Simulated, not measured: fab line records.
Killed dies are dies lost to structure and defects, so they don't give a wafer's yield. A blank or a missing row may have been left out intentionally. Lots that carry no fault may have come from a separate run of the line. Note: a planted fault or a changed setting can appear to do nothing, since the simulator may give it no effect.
8D (eight disciplines) problem report, filled in by code -- flow gf180mcu -- the parts of the form that need people (team, actions taken, sign-off) are left out

== 1. WHAT WENT WRONG ==
cd_nm at GF_V1_CD_MEAS_14 reads a mean of 223.0 nm on 6 wafers of 2 lots; wafers without a fault read 259.9 nm with a standard deviation of 1.3. That is -28 standard deviations from the usual mean.
The step: target cd 260 nm.
Seen first at day 23 12:59 on cd_sem-01, wafer L422.1. The record has a number at this step for 39 wafers belonging to 13 lots. Rule for "out" (also "out of limits"): further than 4 standard deviations from the usual mean. All remaining wafers that have a number are taken as sound.

== 2. WHAT IT IS, AND WHAT IT ISN'T ==
question,is,is not
which readings at this step,cd_nm,-
which lots,"L422, L423","L407, L408, L410, L411, L413, L414, L415, L418, L427, L428, L430"
which wafers of those lots,all that have a number,-
read on which gauges,cd_sem-01,cd_sem-02
when,from day 23 12:59,"up to then (24 sound wafers); but 9 sound wafers of L427, L428, L430 came after"

== 3. THE SUSPECTS, EACH WITH WHAT RULES IT OUT ==
Counting: a tool at a process step up to the reading stays a suspect if it ran every lot that is out and no sound lot after the first of them.
- ruled out: the gauge at GF_V1_CD_MEAS_14. All the wafers that are out were read on cd_sem-01, but those of them that GF_V1_EXPOSE_11 has rows for are out there too, on other tools.
- pvd_sputter-02 at GF_M1_SPUTTER_00 (material Ti, target thk 37.5 nm, time 150 s): ruled out as a lasting fault. After its first lot that is out, L422 (day 21 13:32), sound lots L430 ran on it.
- pvd_sputter-02 at GF_M1_SPUTTER_01 (material TiN, target thk 30 nm, time 25 s): ruled out as a lasting fault. After its first lot that is out, L422 (day 21 13:38), sound lots L430 ran on it.
- krf_scanner-01 at GF_V1_EXPOSE_11 (exposes mask Via1, target cd 260 nm): kept. All lots that are out passed through it, beginning with L422 at day 23 01:52, and no sound lot followed; its final sound lot before that point was L418 at day 22 01:04. Its own readings are out on those wafers: exposure_dose_mJ_cm2.
Remaining after the count: krf_scanner-01 at GF_V1_EXPOSE_11.

== 4. THE CAUSE (what the simulator had put in) ==
Process parameters drifting: krf_scanner-01 at GF_V1_EXPOSE_11, beginning at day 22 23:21. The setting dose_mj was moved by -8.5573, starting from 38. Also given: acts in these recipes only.
After counting, this tool was the only one left.

== 5. THE EFFECT CHAIN, in route order ==
Rows list readings where the struck wafers' mean (over those with a number) sits beyond 3 standard deviations from the usual. Only readings for which the record gives a usual standard deviation are gone through. hours: the time from each lot's start at the first step in this table that gives one to its start at this step, as a median over the lots. sigmas: the change in usual standard deviations.
hours,step,reading,usual,on struck wafers,change,sigmas
0,GF_V1_EXPOSE_11,exposure_dose_mJ_cm2,37.99,30.28,-7.71,-99 or more
11,GF_V1_CD_MEAS_14,cd_nm,259.9 nm,223.0,-36.9,-28
239,GF_PASSIVATION_PROBE_99,defect_limited_yield,90.5 %,76.3,-14.2,-10
239,GF_PASSIVATION_PROBE_99,killed_at_M0_to_M3,20,87,+67,+14
239,GF_PASSIVATION_PROBE_99,killed_dies,47,117,+70,+10
239,GF_PASSIVATION_PROBE_99,sort_bin_5_function,5.6 %,19.4,+13.8,+13
239,GF_PASSIVATION_PROBE_99,sort_n_pass,445,375,-70,-10
239,GF_PASSIVATION_PROBE_99,sort_yield_pct,90.5 %,76.3,-14.2,-10
Here are the process steps it includes:
- GF_V1_EXPOSE_11: exposes mask Via1, target cd 260 nm.
- GF_PASSIVATION_PROBE_99

== 6. HOW IT WOULD HAVE BEEN CAUGHT EARLIER ==
14 hours passed between the start of the fault at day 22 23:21 and the first reading out of limits at a measuring or inspecting step in this record, taken at day 23 12:59.
The tool's own readings at GF_V1_EXPOSE_11 were out on every struck wafer that the step has a row for (exposure_dose_mJ_cm2): an alarm limit on them would have fired on the first of those.
Lots out: 2; of these, L423 started GF_V1_EXPOSE_11 on krf_scanner-01 after day 23 12:59. Holding the tool at that time would have saved it.
